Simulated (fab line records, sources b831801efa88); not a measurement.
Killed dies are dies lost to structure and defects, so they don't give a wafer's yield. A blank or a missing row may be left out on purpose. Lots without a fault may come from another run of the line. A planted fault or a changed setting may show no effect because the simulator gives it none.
A struck lot beside a sound one | flow sfq_line | 42 steps out of a route of 325
Sound: wafers L828.3, L828.4, L828.5. Struck: wafer L844.1. (L844.3 of the same lot was not struck and is left out.) The cause comes at the end.
At each step with rows: each side's tool, then ch and its chambers, then its first start. Under that, the readings that differ: sound wafers | struck wafers | difference of the means | sigmas: that difference in standard deviations of wafers without a fault.
alike: readings whose means differ by less than 2 such deviations, and words and numbers that are the same on both sides. not compared: withheld readings, readings that some wafer has no value for, bounds like >300 that may hide the same value, and numbers for which the record gives no deviation and whose values overlap.
The two part at a step that has a row with sigmas, a row that says differs or no value, or rows on one side only. Numbers that don't overlap but have no deviation are shown without sigmas and don't part them. A reading that every wafer of one side lacks parts them only if that side has two wafers or more.

first, 3 steps without rows for these wafers: SFQ_TRILAYER_I4_VIA_LITHO_EXPOSE_104 (exposes mask I4, target cd 700 nm); SFQ_TRILAYER_I4_VIA_LITHO_PEB_106 (peb time 60 s); SFQ_TRILAYER_I4_VIA_LITHO_DEVELOP_105 (time 60 s).
SFQ_I4_OVL_MEAS_928:
  sound on overlay-02, day 48 09:32; struck on overlay-02, day 55 06:10
  alike: I4_OVL
then, 1 step without rows for these wafers: SFQ_TRILAYER_I4_VIA_BARC_OPEN_VIA_ETCH_146 (etches BARC in O2, target depth 125 nm, time 41.7 s).
SFQ_TRILAYER_I4_VIA_ETCH_VIA_ETCH_106: etches SiO2 in CHF3, stops on Nb, target depth 260 nm.
  sound on rie_diel-04 ch 0,3, day 48 09:36; struck on rie_diel-04 ch 1, day 55 06:14
  alike: drypump_motor_current_A, oes_product_au
then, 6 steps without rows for these wafers: SFQ_TRILAYER_I4_VIA_STRIP_STRIP_107 (strips in O2); SFQ_TRILAYER_I4_VIA_STRIP_SOLV_CLEAN_108 (cleans in NMP, time 600 s); SFQ_TRILAYER_JJ_TRILAYER_DEP_PRE_CLEAN_113 (time 22.5 s); SFQ_TRILAYER_JJ_TRILAYER_DEP_SPUTTER_109 (material Nb, target thk 150 nm, time 100 s); SFQ_TRILAYER_JJ_TRILAYER_DEP_SPUTTER_110 (material Al, target thk 8 nm, time 10 s); SFQ_TRILAYER_JJ_TRILAYER_DEP_AL_OXIDATION_111 (oxidation time 600 s).
SFQ_TRILAYER_JJ_TRILAYER_DEP_SPUTTER_112: material Nb, target thk 170 nm, time 113.3 s.
  sound on pvd_sputter-03, day 48 11:37; struck on pvd_sputter-04, day 55 08:15
  reading                                                      | sound           | struck | difference | sigmas
  model.Nb_of_TRILAYER_JJ_TRILAYER_DEP_SPUTTER_112.thk_nm (nm) | 169 169.4 168.7 | 102.7  | -66.3      |
  alike: throttle_valve_pct
SFQ_JJ_RS_MEAS_929: measures by four-point-probe.
  sound on film_metro-01, day 48 11:44; struck on film_metro-02, day 55 08:20
  reading           | sound             | struck | difference | sigmas
  JJ_NB_RS (ohm/sq) | 1.052 1.049 1.056 | 1.752  | +0.700     | +54
then, 6 steps without rows for these wafers: SFQ_TRILAYER_JJ_CE_LITHO_COAT_119 (resist thk 62 nm); SFQ_TRILAYER_JJ_CE_LITHO_COAT_114 (resist thk 600 nm); SFQ_TRILAYER_JJ_CE_LITHO_SOFTBAKE_118; SFQ_TRILAYER_JJ_CE_LITHO_EXPOSE_115 (exposes mask J5, target cd 700 nm); SFQ_TRILAYER_JJ_CE_LITHO_PEB_117 (peb time 60 s); SFQ_TRILAYER_JJ_CE_LITHO_DEVELOP_116 (time 60 s).
-- the record jumps here: 4 days lie between the struck wafers' starts before and after --
SFQ_JJ_OVL_MEAS_931:
  sound on overlay-02, day 54 12:56; struck on overlay-02, day 59 11:16
  alike: J5_OVL
then, 2 steps without rows for these wafers: SFQ_TRILAYER_JJ_CE_METRO_MEASURE_117; SFQ_TRILAYER_JJ_CE_BARC_OPEN_RIE_150 (chemistry O2, target BARC, target depth 240 nm, time 80 s).
SFQ_TRILAYER_JJ_CE_ETCH_RIE_118: chemistry SF6, target Nb, stops on Al2O3, time 97.7 s, target depth 170 nm.
  sound on rie_metal-02 ch 1, day 54 14:25; struck on rie_metal-01 ch 0, day 59 12:35
  reading                     | sound             | struck | difference                   | sigmas
  drypump_motor_current_A (A) | 5.9 5.8 5.9       | 5.0    | -0.9                         | -2
  oes_product_au (a.u.)       | 1.001 0.989 0.991 | 0.753  | -0.241                       | -28
  rf_hours_counter_h (h)      | - - -             | 95     | no value on the sound wafers |
then, 1 step without rows for these wafers: SFQ_TRILAYER_JJ_ANODIZE_ANODIZE_119.
SFQ_TRILAYER_JJ_CE_STRIP_STRIP_120: strips in O2.
  sound on rie_metal-04 ch 0,1, day 54 15:15; struck on rie_metal-01 ch 0, day 59 13:12
  reading                | sound | struck | difference                   | sigmas
  rf_hours_counter_h (h) | - - - | 96     | no value on the sound wafers |
  alike: drypump_motor_current_A, oes_product_au
then, 7 steps without rows for these wafers: SFQ_TRILAYER_JJ_CE_STRIP_SOLV_CLEAN_121 (cleans in NMP, time 600 s); SFQ_TRILAYER_M5_LITHO_COAT_128 (resist thk 62 nm); SFQ_TRILAYER_M5_LITHO_COAT_123 (resist thk 600 nm); SFQ_TRILAYER_M5_LITHO_SOFTBAKE_127; SFQ_TRILAYER_M5_LITHO_EXPOSE_124 (exposes mask M5, target cd 700 nm); SFQ_TRILAYER_M5_LITHO_PEB_126 (peb time 60 s); SFQ_TRILAYER_M5_LITHO_DEVELOP_125 (time 60 s).
-- the record jumps here: 5 days lie between the struck wafers' starts before and after --
SFQ_M5_OVL_MEAS_932:
  sound on overlay-01, day 59 00:28; struck on overlay-01, day 64 16:15
  alike: M5_OVL
then, 1 step without rows for these wafers: SFQ_TRILAYER_M5_BARC_OPEN_METAL_ETCH_161 (etches BARC in O2, target depth 125 nm, time 41.7 s).
SFQ_TRILAYER_M5_ETCH_METAL_ETCH_126: etches Nb in Cl2/BCl3, stops on SiO2, time 203.2 s, target depth 265 nm.
  sound on rie_metal-02 ch 0,1, day 59 00:37; struck on rie_metal-03 ch 0, day 64 16:21
  reading                     | sound       | struck | difference                   | sigmas
  drypump_motor_current_A (A) | 6.3 5.9 6.3 | 5.0    | -1.2                         | -2
  rf_hours_counter_h (h)      | - - -       | 61     | no value on the sound wafers |
  alike: oes_product_au
then, 2 steps without rows for these wafers: SFQ_TRILAYER_M5_STRIP_STRIP_127 (strips in O2); SFQ_TRILAYER_M5_STRIP_SOLV_CLEAN_128 (cleans in NMP, time 600 s).
SFQ_TRILAYER_A5B_DEP_PECVD_129: deposits SiO2 from SiH4/N2O, time 133.33 s, target thk 600 nm.
  sound on pecvd-02 ch 1,2, day 59 01:32; struck on pecvd-04 ch 0, day 64 17:20
  alike: heater_power_w, showerhead_vpp_V, throttle_valve_pct
  not compared: since_wet_clean_h
SFQ_TRILAYER_A5B_CMP_CMP_130: polishes, stops on Nb, target thk 340.7 nm.
  sound on cmp-01 ch 1,2, day 59 01:37; struck on cmp-01 ch 2, day 64 18:49
  alike: motor_current_A
then, 1 step without rows for these wafers: SFQ_TRILAYER_A5B_METRO_MEASURE_131.
-- the record jumps here: 5 days lie between the struck wafers' starts before and after --
SFQ_TRILAYER_R5_ETCH_METAL_ETCH_139: etches the open film in Cl2, stops on SiO2, target depth 60 nm, time 40 s.
  sound on rie_metal-03 ch 0,1, day 60 10:11; struck on rie_metal-03 ch 1, day 69 08:22
  reading                                                      | sound         | struck | difference                   | sigmas
  rf_hours_counter_h (h)                                       | - - -         | 106    | no value on the sound wafers |
  model.Nb_of_TRILAYER_JJ_TRILAYER_DEP_SPUTTER_112.thk_nm (nm) | 159 159 158.7 | 92.33  | -66.57                       |
  alike: drypump_motor_current_A, oes_product_au

WHERE THEY PART
First at SFQ_JJ_RS_MEAS_929; last, within this record, at SFQ_TRILAYER_R5_ETCH_METAL_ETCH_139.

WHY: what the simulator had put in
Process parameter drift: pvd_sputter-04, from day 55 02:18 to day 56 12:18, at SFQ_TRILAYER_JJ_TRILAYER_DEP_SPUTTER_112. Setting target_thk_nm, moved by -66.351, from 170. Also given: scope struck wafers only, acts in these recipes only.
